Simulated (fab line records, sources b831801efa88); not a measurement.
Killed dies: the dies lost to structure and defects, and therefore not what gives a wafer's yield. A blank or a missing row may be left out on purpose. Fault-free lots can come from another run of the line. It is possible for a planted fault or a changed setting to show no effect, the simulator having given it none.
fab line records	flow sky130
[record] lots = 10	wafers = 30	lastDay = 50
route steps=708 shown LOCAL_INTERCONNECT@401 METAL1@453 VIA1@459 PAD_OPEN@708
lots with no fault: from the same line, run without faults
startH: hours from the record's first day to the start of the lot's first wafer shown	waitH: hours elapsed since this lot's preceding step	" unchanged from the row above	L1.1+2: a row that stands for several wafers	- no value present, or no start provided	* or withheld: withheld	< > ~ a bound
route shown NAME@n: a module of which the file shows steps, and the number in the route of the first	usual: mean/standard deviation of fault-free wafers	same: alike in all rows	chamber/n: place in a boat	sites: per-site readings	_std_site: the standard deviation of these	_edge_site: mean of outer sites minus mean of inner sites	radiusMm: for every site, how far away it sits from the centre of the wafer	mask NAME#n: copy n	behind: the most recent tool/chamber to have shaped the wafer	hold: why the lot was held/for how many hours/how that ended	device: which transistor (n, p or np) failed to switch	end of line: the same wafers' tests at the end of the route	where a step has no rows: the recipe by itself	killed: the dies lost at the first sort to structure and to defects; this is not the yield of the wafer	map: a wafer's dies, x killed, . not, _ none there
set.NAME: setting as actually run; set.NAME@STEP: the setting as run at that earlier step	model.NAME: the simulator's own value behind a step, which no gauge read
route steps across a sampled set of lots; one table per step, one row per wafer
services: the hour from which a tool's chamber was out of use, counted from the record's first day as startH (under 0 if before that day), plus the number of hours and why
[[steps]]
[step SKY_LOCAL_INTERCONNECT_METAL_ETCH_14]
[recipe] targetDepthNm = 110	stopOn = PSG	chemistry = Cl2/BCl3	target = TiN	resistSidewallDeg = 88	pressureMtorr = 10	icpW = 900	biasW = 48.5	Cl2_flow_sccm = 60	bcl3FlowSccm = 30	timeS = 31.4
[usual] biasW = 48.52/0.15	drypumpMotorCurrentA = 5.9/0.36	heBacksideLeakSccm = 3.3/0.31	mfcCl2Sccm = 60.01/0.17	oesProductAu = 0.942/0.0065	throttleValvePct = 21.900/0.0097
lot.wafer	tool	chamber	startH	waitH	biasW	drypumpMotorCurrentA	heBacksideLeakSccm	mfcCl2Sccm	oesProductAu	rfHoursCounterH	throttleValvePct
L804.2	rieMetal-03	0	741.09	0.0	48.47	5.5	3.3	59.93	0.940	9	21.899
L804.3	"	1	"	"	48.62	6.0	3.4	60.02	0.942	-	21.906
L804.5	"	1	"	"	48.42	6.0	3.4	60.11	0.948	-	21.909
L805.2	rieMetal-04	1	742.50	0.0	48.49	6.4	3.2	59.86	0.943	0	21.912
L805.3	"	0	"	"	48.46	5.3	3.1	60.50	0.929	-	21.911
L805.5	"	1	"	"	48.36	6.4	3.2	60.06	0.931	-	21.899
L806.2	rieMetal-02	1	755.49	0.0	48.60	6.1	3.5	59.99	0.932	7	21.901
L806.4	"	1	"	"	48.37	6.1	3.6	60.05	0.945	-	21.878
L806.5	"	0	"	"	48.36	5.9	3.0	60.01	0.940	-	21.910
L811.1	rieMetal-04	0	804.74	0.0	48.63	5.3	3.2	59.62	0.935	5	21.905
L811.5	"	1	"	"	48.53	6.4	3.4	59.95	0.950	-	21.900
L811.6	"	0	"	"	48.55	5.3	3.3	59.87	0.943	-	21.883
L813.3	rieMetal-04	0	811.22	0.0	48.67	5.3	3.2	60.18	0.952	-	21.903
L813.4	"	1	"	"	48.65	6.4	3.5	59.91	0.948	-	21.889
L813.6	"	1	"	"	48.52	6.3	3.4	59.81	0.945	-	21.888
L815.1	rieMetal-02	1	832.90	0.0	48.61	6.0	3.3	59.84	0.948	9	21.915
L815.2	"	0	"	"	48.52	5.8	3.1	60.07	0.944	5	21.912
L815.5	"	1	"	"	48.74	6.0	3.3	59.68	0.940	-	21.890
L818.1	rieMetal-03	1	835.59	0.0	48.75	6.0	3.5	59.73	0.938	12	21.911
L818.3	"	1	"	"	48.73	6.0	3.6	60.00	0.939	-	21.901
L818.4	"	0	"	"	48.52	5.5	3.2	60.06	0.930	-	21.903
L821.3	rieMetal-03	1	867.66	0.0	48.41	6.0	3.2	59.90	0.940	-	21.906
L821.5	"	0	"	"	48.47	5.5	3.2	59.83	0.944	-	21.905
L821.6	"	1	"	"	48.53	6.0	3.4	60.17	0.938	-	21.907
L820.2	rieMetal-02	1	868.55	0.0	48.44	6.1	3.3	60.10	0.937	10	21.894
L820.4	"	0	"	"	48.40	5.9	3.0	60.07	0.936	-	21.904
L820.5	"	1	"	"	48.63	6.1	3.3	59.95	0.937	-	21.907
L823.2	rieMetal-03	0	870.64	0.0	48.63	5.5	3.5	59.96	0.930	14	21.904
L823.4	"	1	"	"	48.23	6.0	3.6	59.89	0.945	-	21.880
L823.6	"	1	"	"	48.64	6.0	3.6	60.12	0.943	-	21.898
[step SKY_METAL1_METAL_ETCH_19]
[recipe] targetDepthA = 3600	stopOn = SiO2	overEtchFrac = 0.3	timeS = 78	chemistry = Cl2/BCl3	resistSidewallDeg = 88	pressureMtorr = 10	icpW = 900	biasW = 48.5	Cl2_flow_sccm = 60	bcl3FlowSccm = 30
[usual] biasW = 48.50/0.12	drypumpMotorCurrentA = 5.90/0.22	heBacksideLeakSccm = 3.35/0.28	mfcCl2Sccm = 60.02/0.18	oesProductAu = 0.857/0.0053	throttleValvePct = 22.264/0.0084
lot.wafer	tool	chamber	startH	waitH	biasW	drypumpMotorCurrentA	heBacksideLeakSccm	mfcCl2Sccm	oesProductAu	rfHoursCounterH	throttleValvePct
L804.2	rieMetal-01	1	797.92	0.0	48.49	5.95	3.18	59.96	0.858	12	22.256
L804.3	"	1	"	"	48.47	5.97	3.15	60.21	0.855	-	22.281
L804.5	"	1	"	"	48.32	5.98	3.37	59.99	0.851	-	22.274
L805.2	rieMetal-03	1	798.96	0.0	48.50	5.99	3.56	60.10	0.860	10	22.266
L805.3	"	1	"	"	48.64	5.99	3.43	60.06	0.850	-	22.264
L805.5	"	0	"	"	48.40	5.51	2.79	59.44	0.861	-	22.284
L806.2	rieMetal-02	1	811.01	0.0	48.34	6.02	3.44	60.14	0.854	9	22.266
L806.4	"	0	"	"	48.40	5.86	3.03	60.45	0.856	-	22.264
L806.5	"	1	"	"	48.50	6.07	3.20	60.25	0.869	-	22.258
L811.1	rieMetal-03	0	862.41	0.0	48.48	5.52	3.35	60.09	0.794	13	22.248
L811.5	"	0	"	"	48.56	5.52	3.24	60.19	0.794	-	22.263
L811.6	"	1	"	"	48.39	5.98	3.55	60.12	0.781	-	22.267
L813.3	rieMetal-03	0	863.75	0.1	48.43	5.50	3.34	60.04	0.791	-	22.272
L813.4	"	1	"	"	48.42	5.97	3.63	59.95	0.780	-	22.254
L813.6	"	0	"	"	48.48	5.50	3.38	60.18	0.795	-	22.270
L815.1	rieMetal-02	1	888.07	0.0	48.33	6.03	3.53	59.83	0.851	11	22.263
L815.2	"	0	"	"	48.43	5.84	3.12	59.75	0.862	6	22.268
L815.5	"	0	"	"	48.46	5.86	3.20	59.95	0.851	-	22.266
L818.1	rieMetal-01	1	890.67	0.0	48.45	5.95	3.44	59.95	0.856	16	22.264
L818.3	"	1	"	"	48.36	5.95	3.29	60.03	0.855	-	22.263
L818.4	"	0	"	"	48.71	6.28	3.37	59.88	0.856	-	22.271
L821.3	rieMetal-03	0	920.39	0.1	48.28	5.49	3.38	60.06	0.859	-	22.255
L821.5	"	0	"	"	48.25	5.50	3.26	60.31	0.849	-	22.255
L821.6	"	1	"	"	48.52	5.98	3.57	59.96	0.851	-	22.260
L820.2	rieMetal-03	1	922.13	0.0	48.38	5.97	3.57	60.25	0.870	16	22.270
L820.4	"	0	"	"	48.41	5.50	3.49	59.93	0.859	-	22.262
L820.5	"	0	"	"	48.33	5.52	3.41	60.01	0.857	-	22.266
L823.2	rieMetal-02	1	923.66	0.0	48.46	6.06	3.37	59.91	0.859	12	22.271
L823.4	"	1	"	"	48.44	6.09	3.54	59.88	0.862	-	22.276
L823.6	"	1	"	"	48.70	6.07	3.60	60.05	0.856	-	22.258
[step SKY_METAL1_STRIP_20]
[recipe] chemistry = O2/N2	powerW = 1400	pressureMtorr = 1500	platenTempC = withheld	o2FlowSccm = 3000	n2FlowSccm = 300	overashFraction = 0.5
[usual] drypumpMotorCurrentA = 5.8/0.32	o2FlowSccm = 2999/8.9	oesProductAu = 0.343/0.0057	stripTimeToEndpointS = 2.70/0.064
lot.wafer	tool	chamber	startH	waitH	drypumpMotorCurrentA	o2FlowSccm	oesProductAu	rfHoursCounterH	stripTimeToEndpointS
L804.2	plasmaAsher-02	1	798.01	0.1	6.2	2993	0.340	99	2.62
L804.3	"	0	"	"	5.3	2994	0.332	-	2.62
L804.5	"	1	"	"	6.2	3015	0.340	-	2.63
L805.2	plasmaAsher-02	1	799.05	0.1	6.2	2997	0.338	99	2.70
L805.3	"	1	"	"	6.2	2996	0.349	-	2.69
L805.5	"	0	"	"	5.3	3012	0.335	-	2.63
L806.2	plasmaAsher-01	0	811.10	0.1	5.9	2987	0.344	38	2.74
L806.4	"	1	"	"	5.7	2997	0.345	-	2.76
L806.5	"	0	"	"	5.8	3001	0.341	-	2.77
L811.1	plasmaAsher-02	0	862.50	0.1	5.3	2993	0.375	104	3.51
L811.5	"	0	"	"	5.3	3000	0.372	-	3.51
L811.6	"	1	"	"	6.2	2994	0.377	-	3.59
L813.3	plasmaAsher-02	1	863.85	0.1	6.2	3003	0.377	-	3.51
L813.4	"	0	"	"	5.3	3008	0.383	-	3.56
L813.6	"	1	"	"	6.2	2994	0.378	-	3.52
L815.1	plasmaAsher-04	1	888.16	0.1	6.0	3009	0.342	14	2.76
L815.2	"	0	"	"	5.6	3023	0.337	14	2.70
L815.5	"	1	"	"	6.0	3013	0.349	-	2.72
L818.1	plasmaAsher-02	0	890.76	0.1	5.3	2987	0.342	107	2.64
L818.3	"	0	"	"	5.3	3000	0.334	-	2.66
L818.4	"	1	"	"	6.2	3004	0.340	-	2.72
L821.3	plasmaAsher-01	0	920.49	0.1	5.8	3006	0.339	-	2.59
L821.5	"	0	"	"	5.9	2993	0.335	-	2.57
L821.6	"	1	"	"	5.7	2992	0.334	-	2.68
L820.2	plasmaAsher-04	0	922.22	0.1	5.6	3010	0.339	18	2.65
L820.4	"	1	"	"	6.0	2992	0.341	-	2.59
L820.5	"	0	"	"	5.6	3005	0.330	-	2.58
L823.2	plasmaAsher-04	0	923.75	0.1	5.6	2997	0.355	18	2.75
L823.4	"	0	"	"	5.6	2994	0.351	-	2.79
L823.6	"	0	"	"	5.6	3001	0.347	-	2.74
[step SKY_VIA1_THK_MEAS_01]
[recipe] reads = SiO2_of_VIA1_HDPCVD_00
[usual] VIA1_HDPCVD_THK = 1033/7.6
lot.wafer	tool	chamber	startH	waitH	VIA1_HDPCVD_THK[nm]
L804.2	filmMetro-03	-	798.77	0.1	1022
L804.3	"	-	"	"	1027
L804.5	"	-	"	"	1017
L805.2	filmMetro-01	-	799.81	0.1	1021
L805.3	"	-	"	"	1029
L805.5	"	-	"	"	1028
L806.2	filmMetro-03	-	811.82	0.1	1044
L806.4	"	-	"	"	1034
L806.5	"	-	"	"	1052
L815.1	filmMetro-01	-	888.90	0.1	1042
L815.2	"	-	"	"	1042
L815.5	"	-	"	"	1026
L818.1	filmMetro-01	-	891.53	0.1	1043
L818.3	"	-	"	"	1030
L818.4	"	-	"	"	1030
L821.3	filmMetro-04	-	921.18	0.1	1032
L821.5	"	-	"	"	1036
L821.6	"	-	"	"	1024
L820.2	filmMetro-01	-	922.99	0.1	1030
L820.4	"	-	"	"	1022
L820.5	"	-	"	"	1026
L823.2	filmMetro-01	-	924.52	0.1	1030
L823.4	"	-	"	"	1042
L823.6	"	-	"	"	1030
[step SKY_VIA1_CD_MEAS_12]
[recipe] targetCdNm = 150
[usual] cdNm = 149.8/1.3
lot.wafer	tool	chamber	startH	waitH	cdNm
L804.2	cdSem-02	-	837.09	-	150.6
L804.3	"	-	"	"	149.3
L804.5	"	-	"	"	150.8
L805.2	cdSem-02	-	837.33	-	149.4
L805.3	"	-	"	"	150.4
L805.5	"	-	"	"	150.1
L806.2	cdSem-02	-	837.68	-	149.5
L806.4	"	-	"	"	148.6
L806.5	"	-	"	"	150.6
L815.1	cdSem-02	-	914.17	-	149.8
L815.2	"	-	"	"	149.8
L815.5	"	-	"	"	150.6
L818.1	cdSem-01	-	916.62	-	150.6
L818.3	"	-	"	"	152.3
L818.4	"	-	"	"	150.9
L821.3	cdSem-01	-	946.66	-	151.5
L821.5	"	-	"	"	148.9
L821.6	"	-	"	"	148.0
L820.2	cdSem-01	-	948.29	-	148.0
L820.4	"	-	"	"	149.5
L820.5	"	-	"	"	149.5
L823.2	cdSem-01	-	948.94	-	150.2
L823.4	"	-	"	"	149.9
L823.6	"	-	"	"	149.7
[step SKY_PAD_OPEN_PROBE_99]
[usual] defectLimitedYield = 83.0/1.8	killed_at_M0_to_M3 = 42/6.6	killed_at_M4_up = 3.0/1.7	killedAtContacts = 24/5.3	killedAtFrontEnd = 15/4.5	killedAtOther = 0.2/0.49	killedDies = 83/9	killedOnRim = 16/4	killedOpen = 45/6.9	killedShort = 38/5.8	sort_bin_3_pad_short = 0.8/0.4	sort_bin_5_function = 10.0/1.5	sort_bin_6_memory = 6.1/1.1	sortNPass = 409/9	sortYieldPct = 83.0/1.8
[same] grossDies = 492	killedAtBackSide = 0	sort_bin_4_leakage[%] = 0	sort_bin_8_speed[%] = 0
lot.wafer	tool	chamber	startH	waitH	defectLimitedYield[%]	killed_at_M0_to_M3	killed_at_M4_up	killedAtContacts	killedAtFrontEnd	killedAtOther	killedDies	killedOnRim	killedOpen	killedShort	sort_bin_3_pad_short[%]	sort_bin_5_function[%]	sort_bin_6_memory[%]	sortNPass	sortYieldPct[%]
L811.1	prober-02	-	1151.61	0.1	0	442	1	26	22	1	492	96	47	42	0.6	92.5	6.9	0	0
L811.5	prober-02	-	1151.81	0.2	0	442	5	28	17	0	492	96	48	37	0.8	93.9	5.3	0	0
L811.6	prober-02	-	1151.86	0.2	0	453	2	17	19	1	492	96	42	43	1.2	92.3	6.5	0	0
L813.3	prober-02	-	1156.60	0.2	0	453	5	17	16	1	492	96	40	48	1.0	92.9	6.1	0	0
L813.4	prober-02	-	1156.65	0.2	0	454	2	19	16	1	492	96	49	33	0.6	94.3	5.1	0	0
L813.6	prober-02	-	1156.75	0.2	0	454	2	20	16	0	492	96	44	42	0.6	93.5	5.9	0	0
L818.1	prober-01	-	1172.24	0.1	85.2	44	1	15	13	0	73	11	38	35	0.8	8.9	5.1	419	85.2
L818.3	prober-01	-	1172.34	0.2	81.3	53	4	22	13	0	92	17	52	39	1.2	9.6	7.9	400	81.3
L818.4	prober-01	-	1172.39	0.2	83.3	53	2	17	10	0	82	17	45	37	1.0	10.0	5.7	410	83.3
L821.3	prober-01	-	1194.23	0.2	84.1	51	2	17	8	0	78	19	42	36	0.8	10.4	4.7	414	84.1
L821.5	prober-01	-	1194.33	0.2	83.5	38	5	26	12	0	81	17	38	43	1.0	8.9	6.5	411	83.5
L821.6	prober-01	-	1194.38	0.2	84.6	46	3	22	5	0	76	6	42	34	0.2	9.3	5.9	416	84.6
// killed by level:class
L811.1 METAL1:areaEtch=402 CONTACT:geometricParticle:open=14 VIA1:geometricParticle:open=13 POLY_GATE:geometricParticle:short=6 CONTACT:geometricParticle:short=6 POLY_GATE:geometricParticle:open=5 METAL2:geometricParticle:short=5 VIA1:geometricParticle:short=5
L811.5 METAL1:areaEtch=407 CONTACT:geometricParticle:open=14 LI_CONTACT:geometricParticle:open=8 VIA2:geometricParticle:open=8 POLY_GATE:geometricParticle:open=7 VIA1:geometricParticle:short=6 FIELD_ISO:geometricParticle:open=5 METAL1:geometricParticle:short=5
L811.6 METAL1:areaEtch=406 VIA1:geometricParticle:open=9 CONTACT:geometricParticle:open=8 VIA3:geometricParticle:open=8 METAL2:geometricParticle:short=6 FIELD_ISO:geometricParticle:short=5 VIA1:geometricParticle:short=5 POLY_GATE:geometricParticle:short=4
L813.3 METAL1:areaEtch=404 VIA1:geometricParticle:open=13 CONTACT:geometricParticle:open=7 VIA2:geometricParticle:short=6 FIELD_ISO:geometricParticle:short=5 VIA1:geometricParticle:short=5 METAL2:geometricParticle:short=5 VIA2:geometricParticle:open=5
L813.4 METAL1:areaEtch=410 VIA1:geometricParticle:open=15 VIA2:geometricParticle:open=9 CONTACT:geometricParticle:open=8 VIA1:geometricParticle:short=6 METAL2:geometricParticle:short=5 FIELD_ISO:geometricParticle:short=4 LOCAL_INTERCONNECT:geometricParticle:short=4
L813.6 METAL1:areaEtch=406 VIA3:geometricParticle:open=8 VIA1:geometricParticle:open=7 CONTACT:geometricParticle:short=6 POLY_GATE:geometricParticle:open=6 METAL1:geometricParticle:short=6 LI_CONTACT:geometricParticle:open=5 CONTACT:geometricParticle:open=5
L818.1 VIA1:geometricParticle:open=10 VIA2:geometricParticle:open=9 METAL1:geometricParticle:short=5 LI_CONTACT:geometricParticle:open=5 VIA1:geometricParticle:short=5 METAL2:geometricParticle:short=5 FIELD_ISO:geometricParticle:short=3 POLY_GATE:geometricParticle:short=3
L818.3 VIA1:geometricParticle:open=16 VIA3:geometricParticle:open=9 LI_CONTACT:geometricParticle:open=6 LOCAL_INTERCONNECT:geometricParticle:short=6 CONTACT:geometricParticle:open=6 VIA1:geometricParticle:short=5 VIA2:geometricParticle:open=5 METAL1:geometricParticle:short=4
L818.4 VIA1:geometricParticle:open=10 METAL2:geometricParticle:short=10 CONTACT:geometricParticle:open=8 VIA3:geometricParticle:open=8 VIA2:geometricParticle:open=6 LI_CONTACT:geometricParticle:open=5 METAL3:geometricParticle:short=4 VIA1:geometricParticle:short=4
L821.3 VIA1:geometricParticle:open=12 VIA3:geometricParticle:open=10 CONTACT:geometricParticle:open=6 VIA1:geometricParticle:short=6 VIA2:geometricParticle:open=5 METAL1:geometricParticle:short=5 METAL2:geometricParticle:short=5 VIA3:geometricParticle:short=5
L821.5 VIA1:geometricParticle:open=7 CONTACT:geometricParticle:open=6 METAL1:geometricParticle:short=6 LI_CONTACT:geometricParticle:short=5 VIA3:geometricParticle:open=5 LOCAL_INTERCONNECT:geometricParticle:short=5 CONTACT:geometricParticle:short=5 SPACER:geometricParticle:open=4
L821.6 VIA1:geometricParticle:open=13 CONTACT:geometricParticle:open=10 VIA3:geometricParticle:open=8 METAL2:geometricParticle:short=7 LOCAL_INTERCONNECT:geometricParticle:short=5 METAL1:geometricParticle:short=5 CONTACT:geometricParticle:short=4 VIA1:geometricParticle:short=4
[[services]]
tool	chamber	startH	hours	kind
rieMetal-01	-	723.76	14.6	pm
plasmaAsher-04	-	733.75	9.0	pm
plasmaAsher-04	0	733.75	9.0	ventCycle
plasmaAsher-04	1	733.75	9.0	ventCycle
plasmaAsher-04	0	742.75	-	clean
plasmaAsher-04	1	742.75	-	clean
rieMetal-04	-	829.42	0.5	repair
plasmaAsher-02	-	838.66	14.6	pm
plasmaAsher-04	-	849.67	3.8	repair
rieMetal-02	-	856.19	4.3	pm
plasmaAsher-01	-	875.50	1.4	repair
plasmaAsher-04	-	899.54	2.0	repair
plasmaAsher-02	-	913.32	2.1	repair
[[key]]
[firstSign] step = SKY_METAL1_METAL_ETCH_19	reading = oesProductAu	direction = down	sigmas = 13	usual = 0.857	struck = 0.789
[effect] step = SKY_METAL1_STRIP_20	reading = stripTimeToEndpointS	direction = up	sigmas = 13	usual = *	struck = *
[effect] step = SKY_PAD_OPEN_PROBE_99	reading = killed_at_M0_to_M3	direction = up	sigmas = 62	usual = 42	struck = 450
[moreKillsBornAt] SKY_METAL1_METAL_ETCH_19@rieMetal-03 = 2435
metAt SKY_METAL1_METAL_ETCH_19
struckLots L811,L813
laterRowsLeftOut L811.1,L811.5,L811.6,L813.3,L813.4,L813.6
notActingAt SKY_LOCAL_INTERCONNECT_METAL_ETCH_14,SKY_VIA1_THK_MEAS_01,SKY_VIA1_CD_MEAS_12
onsetBetween 798.96 862.41
[fault] kind = processParameterDrift	tool = rieMetal-03	chamber = -	onsetH = 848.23	steps = SKY_METAL1_METAL_ETCH_19	channel = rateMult	offset = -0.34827	shape = step	endH = 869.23
// laterRowsLeftOut: the simulator's readings of these wafers behind a module that went badly wrong aren't trusted and aren't shown, but for the sort
